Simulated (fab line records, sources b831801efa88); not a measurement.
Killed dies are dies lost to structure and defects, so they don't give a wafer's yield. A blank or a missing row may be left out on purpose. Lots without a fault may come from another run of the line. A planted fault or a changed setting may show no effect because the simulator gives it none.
One fault seen from 2 desks | flow sky130 | each desk has only its own numbers; what lay behind them comes last

THE TOOL OWNER'S DESK: litho_track-01
The tool's own readings at SKY_VT_ADJUST_NCORE_SOFTBAKE_03 (time 60 s): means of the sampled wafers that have a number, for each lot that ran on this tool. A lot is out of limits, marked OUT, if its mean lies more than 4 standard deviations from the usual mean; the brackets give that distance.
Columns: A = heater_power_total_W at SKY_VT_ADJUST_NCORE_SOFTBAKE_03, usual 56.59 W; B = plate_temp_C at SKY_VT_ADJUST_NCORE_SOFTBAKE_03, usual 90.00 C
lot  | first seen here | A               | B
L212 | day 8 20:57     | 56.62           | 89.91
L218 | day 10 19:17    | 56.61           | 89.95
L220 | day 11 05:47    | 56.59           | 89.99
L221 | day 11 14:20    | 56.58           | 90.08
L227 | day 13 04:08    | 59.27 (+58) OUT | 92.93 (+27) OUT
L228 | day 13 18:11    | 59.26 (+58) OUT | 93.19 (+29) OUT
This desk's finding: out of limits on L227, L228; first on L227, day 13 04:08 (heater_power_total_W at SKY_VT_ADJUST_NCORE_SOFTBAKE_03). In limits: L212, L218, L220, L221.

THE METROLOGY DESK
What the gauges read, lot by lot, whatever tool the lot ran on: means of the sampled wafers that have a number. A lot is out of limits, marked OUT, if its mean lies more than 4 standard deviations from the usual mean; the brackets give that distance.
Columns: A = NWELL_RS at SKY_NWELL_RS_MEAS_29, usual 624.7 ohm/sq
lot  | first seen here | A
L211 | day 5 20:04     | 625.1
L212 | day 6 00:38     | 624.8
L214 | day 7 02:20     | 624.6
L218 | day 7 16:54     | 623.6
L220 | day 8 00:44     | 624.3
L221 | day 8 08:22     | 622.8
L227 | day 9 15:37     | 623.0
L228 | day 10 03:42    | 624.3
L229 | day 10 18:28    | 627.2
L232 | day 11 08:51    | 624.1
L231 | day 11 09:43    | 627.0
This desk's finding: nothing out of limits on any of the 11 lots.

PUT TOGETHER
The tool owner's desk could have raised an alarm at day 13 04:08, on L227, L228.
The metrology desk saw nothing out of limits.
The metrology desk has L227, L228 on record, within its limits.
Of the lots named, all ran SKY_VT_ADJUST_NCORE_SOFTBAKE_03 on litho_track-01.

WHAT THE SIMULATOR HAD PUT IN
Process parameter drift: litho_track-01, from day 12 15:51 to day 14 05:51, at SKY_VT_ADJUST_NCORE_SOFTBAKE_03. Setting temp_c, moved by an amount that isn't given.
Lots struck among those shown: L227, L228.
Hours from the fault's start to each desk's first reading out of limits: the tool owner's desk, 12.
